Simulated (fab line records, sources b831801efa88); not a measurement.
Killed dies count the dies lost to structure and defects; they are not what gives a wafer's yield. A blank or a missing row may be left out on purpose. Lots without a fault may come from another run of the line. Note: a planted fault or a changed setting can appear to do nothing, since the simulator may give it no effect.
8D (eight disciplines) problem report, filled in by code + flow gf180mcu + the parts of the form that need people (team, actions taken, sign-off) are left out

== 1. THE PROBLEM ==
Mean HV_LDD_TW at GF_HV_LDD_TW_MEAS_11: 2850 over 6 wafers in 2 lots; fault-free wafers: 2409, standard deviation 12. That is +37 standard deviations from the usual mean.
Seen first at day 14 08:40 on film-metro-01, wafer L425.1. Wafers with a number at this step in the record: 33, from 11 lots. By rule, "out" or "out of limits" means more than 4 standard deviations away from the usual mean. The other wafers with a number count as sound.

== 2. WHAT IT IS; WHAT IT IS NOT ==
| question                    | is                     | is not                                                              |
|-----------------------------|------------------------|---------------------------------------------------------------------|
| which readings at this step | HV_LDD_TW              | -                                                                   |
| which lots                  | L425, L426             | L412, L413, L414, L415, L416, L418, L419, L420, L431                |
| which wafers of those lots  | all that have a number | -                                                                   |
| read on which gauges        | film-metro-01          | film-metro-02, film-metro-03                                        |
| when                        | from day 14 08:40      | up to then (24 sound wafers); but 3 sound wafers of L431 came after |

== 3. WHAT RULES OUT EACH SUSPECT ==
Counting: a tool stays on the suspect list if, at a process step up to the reading, it processed all lots that are out and no sound lot following the first of them.
- the gauge at GF_HV_LDD_TW_MEAS_11 has been ruled out. All the wafers that are out were read on film-metro-01, but those of them that GF_HV_LDD_IMPLANT_09 has rows for are out there too, on other tools.
- plasma-asher-01 at GF_STI_STRIP_15 (strips in O2/N2): ruled out as a lasting fault. Following L425 (day 5 04:32), the first lot on it that is out, the sound lots L431 were run on it.
- implanter-01 at GF_HV_LDD_IMPLANT_09: kept. It ran every lot that is out, first L425 (day 14 08:25), and no sound lot after that; its last sound lot up to then is L416 (day 11 09:20). On those wafers its own readings are out: dose-ions-cm2, faraday-current-uA.
After counting, what remains is implanter-01 at GF_HV_LDD_IMPLANT_09.

== 4. THE CAUSE (what the simulator had put in) ==
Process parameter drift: implanter-01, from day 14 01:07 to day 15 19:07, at GF_HV_LDD_IMPLANT_09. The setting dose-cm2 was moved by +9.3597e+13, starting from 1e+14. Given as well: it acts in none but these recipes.
This tool alone remained once counting was done.

== 5. THE CHAIN OF EFFECTS, in route order ==
Each row: a reading whose mean over the struck wafers that have a number lies more than 3 standard deviations from the usual. Scope: only readings with a usual standard deviation given in the record; hours: median across lots of the time from each lot's start at the first step in this table that gives one to its start at this step; sigmas: change in usual standard deviations.
| hours | step                 | reading            | usual        | on struck wafers | change | sigmas      |
|-------|----------------------|--------------------|--------------|------------------|--------|-------------|
| 0     | GF_HV_LDD_IMPLANT_09 | dose-ions-cm2      | 1e+14        | 2e+14            | +9e+13 | +99 or more |
| 0     | GF_HV_LDD_IMPLANT_09 | faraday-current-uA | 564          | 1094             | +530   | +48         |
| 0     | GF_HV_LDD_TW_MEAS_11 | HV_LDD_TW          | 2409         | 2850             | +441   | +37         |
| 67    | GF_HV_LDD_RS_MEAS_53 | HV_LDD_RS          | 418.0 ohm/sq | 318.0            | -100.0 | -99 or more |
It contains these process steps:
- GF_HV_LDD_IMPLANT_09
Later steps that measure or inspect, where all struck wafers having a row at the step show a number for every such reading and not one has moved that far: GF_NSD_CD_MEAS_07.

== 6. WHAT WOULD HAVE CAUGHT IT SOONER ==
The first out-of-limits reading at a measuring or inspecting step in this record came at day 14 08:40, 8 hours after the fault's start at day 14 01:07.
At GF_HV_LDD_IMPLANT_09, the tool's own readings (dose-ions-cm2, faraday-current-uA) were out on each struck wafer the step has a row for, so an alarm limit on them would have fired on the first such wafer.
Of the lots that are out (2), L426 began GF_HV_LDD_IMPLANT_09 on implanter-01 after day 14 08:40. A tool hold placed at that time would have kept it from harm.
